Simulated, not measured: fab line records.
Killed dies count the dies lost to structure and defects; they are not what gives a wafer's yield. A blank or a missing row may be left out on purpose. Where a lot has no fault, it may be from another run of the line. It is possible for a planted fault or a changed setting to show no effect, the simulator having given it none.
Matching of chambers ; flow sfqLine ; 3 sister chambers for SFQ_TRILAYER_I1_DEP_PECVD_045 on pecvd-04
The step deposits SiO2 from SiH4/N2O, time 111.11 s, target thk 500 nm. 14 wafers are shown with their chamber, then 7 later ones without.

## WAFERS PAIRED WITH THEIR CHAMBERS
wafer;chamber;throttleValvePct (%);heaterPowerW (W);heaterPowerOuterW (W)
L408.1;0;27.6;83;26
L408.2;1;25.5;88;38
L408.5;1;26.0;74;27
L409.1;2;26.4;109;53
L409.2;0;27.6;92;36
L409.3;1;26.1;88;37
L410.2;0;27.3;83;28
L410.4;2;26.3;102;42
L410.6;0;27.3;89;32
L411.3;0;27.5;95;36
L411.4;2;26.2;115;54
L411.6;1;26.1;88;36
L412.1;0;27.3;95;35
L412.2;1;26.0;88;37

SIGNATURES, as means of the wafers listed above
reading;chamber 0;chamber 1;chamber 2;scatter within a chamber
throttleValvePct;27.433;25.940;26.300;0.187
heaterPowerW;89.50;85.20;108.67;5.98
heaterPowerOuterW;32.17;35.00;49.67;4.89
Rule: for a wafer and a chamber, the distance is found by dividing, reading by reading, the gap between the wafer's reading and the chamber's mean by the reading's scatter, squaring, summing and taking the root. If the next closest chamber is less than 2 further off than the closest, the wafer can't be placed; otherwise it belongs to the closest. The scatter: the root of (the sum of the squares of (reading less its chamber's mean) over the shown wafers, divided by (wafers less chambers)).

## WAFERS WITHOUT THEIR CHAMBER
wafer;throttleValvePct (%);heaterPowerW (W);heaterPowerOuterW (W)
L412.6;26.2;117;54
L427.1;26.0;81;32
L427.5;26.2;84;34
L427.6;26.7;117;56
L429.1;26.6;113;51
L429.2;27.6;95;35
L429.5;26.7;115;54

## WHICH CHAMBER EACH WENT THROUGH
wafer;from the rows above;in truth
L412.6;2;2
L427.1;1;1
L427.5;1;1
L427.6;2;2
L429.1;2;2
L429.2;0;0
L429.5;2;2
Placed correctly: 7 of 7. Number that these rows cannot place: 0. Placed wrongly: 0.
